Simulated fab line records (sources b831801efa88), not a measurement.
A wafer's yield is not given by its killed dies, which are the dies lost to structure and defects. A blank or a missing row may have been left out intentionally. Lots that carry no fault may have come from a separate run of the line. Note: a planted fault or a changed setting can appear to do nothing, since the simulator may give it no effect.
Which tool was responsible? || flow gf180mcu || Sampling: 10 lots, 28 wafers, 4 of 602 route steps

WHAT THE GAUGES READ, wafer by wafer
GF_MIM_RS_MEAS_10: the measuring method here is four-point-probe.
{"lot": "L538", "measured": "day 25 13:10", "on": "filmMetro-01", "MIM_ALCU_RS (ohm/sq)": "0.1602 0.1594 0.1613"}
{"lot": "L539", "measured": "day 26 03:38", "on": "filmMetro-04", "MIM_ALCU_RS (ohm/sq)": "0.1610 0.1575 0.1608"}
{"lot": "L540", "measured": "day 26 13:08", "on": "filmMetro-01", "MIM_ALCU_RS (ohm/sq)": "0.1605 0.1606 0.1600"}
{"lot": "L541", "measured": "day 26 16:04", "on": "filmMetro-01", "MIM_ALCU_RS (ohm/sq)": "0.1593 0.1594 0.1608"}
{"lot": "L547", "measured": "day 29 01:41", "on": "filmMetro-03", "MIM_ALCU_RS (ohm/sq)": "0.1602 0.2633 0.1600 0.2641"}
{"lot": "L549", "measured": "day 29 18:23", "on": "filmMetro-04", "MIM_ALCU_RS (ohm/sq)": "0.2635 0.1587 0.2635 0.1587"}
{"lot": "L552", "measured": "day 30 07:20", "on": "filmMetro-01", "MIM_ALCU_RS (ohm/sq)": "0.1608 0.1595 0.1597"}
{"lot": "L555", "measured": "day 30 22:46", "on": "filmMetro-03", "MIM_ALCU_RS (ohm/sq)": "0.1597 0.1609 0.1592"}
{"lot": "L556", "measured": "day 31 03:25", "on": "filmMetro-04", "MIM_ALCU_RS (ohm/sq)": "0.1624 0.1626 0.1618"}
{"lot": "L557", "measured": "day 31 12:18", "on": "filmMetro-01", "MIM_ALCU_RS (ohm/sq)": "0.1604 0.1615 0.1613"}

WHICH TOOL RAN EACH LOT (tool, then ch and the chambers of the sampled wafers, then the start)
{"lot": "L538", "GF_V1_ETCH_16": "rieDiel-04 ch 0,3, day 19 07:13", "GF_V3_SPUTTER_21": "pvdSputter-03, day 23 12:46", "GF_MIM_SPUTTER_08": "pvdSputter-02, day 25 13:07"}
{"lot": "L539", "GF_V1_ETCH_16": "rieDiel-03 ch 1,2,3, day 19 21:25", "GF_V3_SPUTTER_21": "pvdSputter-02, day 24 02:28", "GF_MIM_SPUTTER_08": "pvdSputter-04, day 26 03:34"}
{"lot": "L540", "GF_V1_ETCH_16": "rieDiel-04 ch 1,3, day 20 08:20", "GF_V3_SPUTTER_21": "pvdSputter-01, day 24 13:37", "GF_MIM_SPUTTER_08": "pvdSputter-04, day 26 12:53"}
{"lot": "L541", "GF_V1_ETCH_16": "rieDiel-04 ch 0,1,3, day 20 12:58", "GF_V3_SPUTTER_21": "pvdSputter-02, day 24 17:14", "GF_MIM_SPUTTER_08": "pvdSputter-02, day 26 15:59"}
{"lot": "L547", "GF_V1_ETCH_16": "rieDiel-04 ch 0, day 23 07:08", "GF_V3_SPUTTER_21": "pvdSputter-01, day 27 05:53", "GF_MIM_SPUTTER_08": "pvdSputter-02, day 29 01:34"}
{"lot": "L549", "GF_V1_ETCH_16": "rieDiel-02 ch 0,1, day 24 03:14", "GF_V3_SPUTTER_21": "pvdSputter-03, day 27 23:34", "GF_MIM_SPUTTER_08": "pvdSputter-02, day 29 18:16"}
{"lot": "L552", "GF_V1_ETCH_16": "rieDiel-03 ch 0,2,3, day 24 17:14", "GF_V3_SPUTTER_21": "pvdSputter-02, day 28 12:27", "GF_MIM_SPUTTER_08": "pvdSputter-04, day 30 07:16"}
{"lot": "L555", "GF_V1_ETCH_16": "rieDiel-02 ch 0,1, day 25 13:16", "GF_V3_SPUTTER_21": "pvdSputter-02, day 29 06:10", "GF_MIM_SPUTTER_08": "pvdSputter-04, day 30 22:43"}
{"lot": "L556", "GF_V1_ETCH_16": "rieDiel-03 ch 0,1,2, day 25 17:25", "GF_V3_SPUTTER_21": "pvdSputter-03, day 29 10:16", "GF_MIM_SPUTTER_08": "pvdSputter-03, day 31 03:21"}
{"lot": "L557", "GF_V1_ETCH_16": "rieDiel-04 ch 0,2, day 26 00:28", "GF_V3_SPUTTER_21": "pvdSputter-03, day 29 15:13", "GF_MIM_SPUTTER_08": "pvdSputter-04, day 31 12:15"}
- GF_V1_ETCH_16: etches BARC in N2/H2.
- GF_V3_SPUTTER_21: material Ti, target thk 15 nm, time 80.02 s.
- GF_MIM_SPUTTER_08: material AlCu, target thk 200 nm, time 10.6 s.

THE ANSWER, worked out from the rows above alone
Rule: the lots themselves supply what counts as usual. Put in order of their means at a reading, lots are off if they are a third of the lots or fewer, leave a main group of 4 or more, and stand apart from it by a gap of 3 or more times the standard deviation of the main group's means; of several such gaps the widest counts. The tables above print the reading to a certain number of digits; a main group whose means all agree to those digits is not used. Also off: a lot with no number at a reading for which 4 or more lots have one. All remaining lots with rows at the step are treated as sound.
Off: L547, L549, seen at GF_MIM_RS_MEAS_10 (MIM_ALCU_RS). The main group: mean 0.1604 ohm/sq, standard deviation 0.00079.
A tool fits if, at a process step before that reading, it ran every lot that is off, and no sound lot after the first of them. The gauges at GF_MIM_RS_MEAS_10 are tried like those tools. One candidate fits, namely pvdSputter-02 at GF_MIM_SPUTTER_08. A fault onset in the window from L541 (day 26 15:59, its last sound lot) to L547 (day 29 01:34, its first lot off) fits.

WHAT WAS PUT IN BY THE SIMULATOR
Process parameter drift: pvdSputter-02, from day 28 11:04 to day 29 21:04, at GF_MIM_SPUTTER_08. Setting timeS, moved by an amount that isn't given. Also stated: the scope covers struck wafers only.
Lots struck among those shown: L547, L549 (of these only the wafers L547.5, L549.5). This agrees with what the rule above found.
